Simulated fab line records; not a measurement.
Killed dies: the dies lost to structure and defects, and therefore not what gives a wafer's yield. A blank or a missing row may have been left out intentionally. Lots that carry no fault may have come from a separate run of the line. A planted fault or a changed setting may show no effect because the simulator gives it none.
Chamber matching + flow gf180mcu + GF_CONTACT_CVD_02 on pecvd-04 has 3 sister chambers
The step deposits SiO2 from TEOS, target thk 860 nm, time 95.992 s. 3 wafers are shown with their chamber, then 8 later ones without.

WAFERS, EACH WITH ITS CHAMBER
| wafer  | chamber | heater-power-outer-w (W) |
|--------|---------|--------------------------|
| L256.3 | 2       | 537                      |
| L256.5 | 0       | 369                      |
| L259.3 | 1       | 400                      |

WAFERS MISSING THEIR CHAMBER
| wafer  | heater-power-outer-w (W) |
|--------|--------------------------|
| L259.4 | 402                      |
| L259.6 | 423                      |
| L262.1 | 495                      |
| L262.2 | 374                      |
| L262.3 | 385                      |
| L268.4 | 406                      |
| L268.5 | 430                      |
| L268.6 | 484                      |

WHICH CHAMBER EACH ONE RAN IN
| wafer  | from the rows above     | in truth |
|--------|-------------------------|----------|
| L259.4 | can't be placed: 1 or 0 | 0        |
| L259.6 | can't be placed: 1 or 0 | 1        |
| L262.1 | can't be placed: 2 or 1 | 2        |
| L262.2 | can't be placed: 0 or 1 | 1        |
| L262.3 | can't be placed: 1 or 0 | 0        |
| L268.4 | can't be placed: 1 or 0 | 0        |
| L268.5 | can't be placed: 1 or 0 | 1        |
| L268.6 | can't be placed: 2 or 1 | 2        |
Placed correctly: 0 of 8. Can't be placed from these rows: 8 (the true chamber is among the candidates in 8). Number placed wrongly: 0.
How it was worked out, from the rows above alone: a wafer's distance from a chamber is the root of the sum, over the readings, of the square of ((its reading less the chamber's mean) divided by the reading's scatter). The wafer belongs to the nearest chamber; if the next one is less than 2 further off, it can't be placed. A chamber's mean is the mean of its shown wafers. The scatter: root of mean squared gap, hidden wafer to nearest shown wafer, with one shown wafer a chamber.
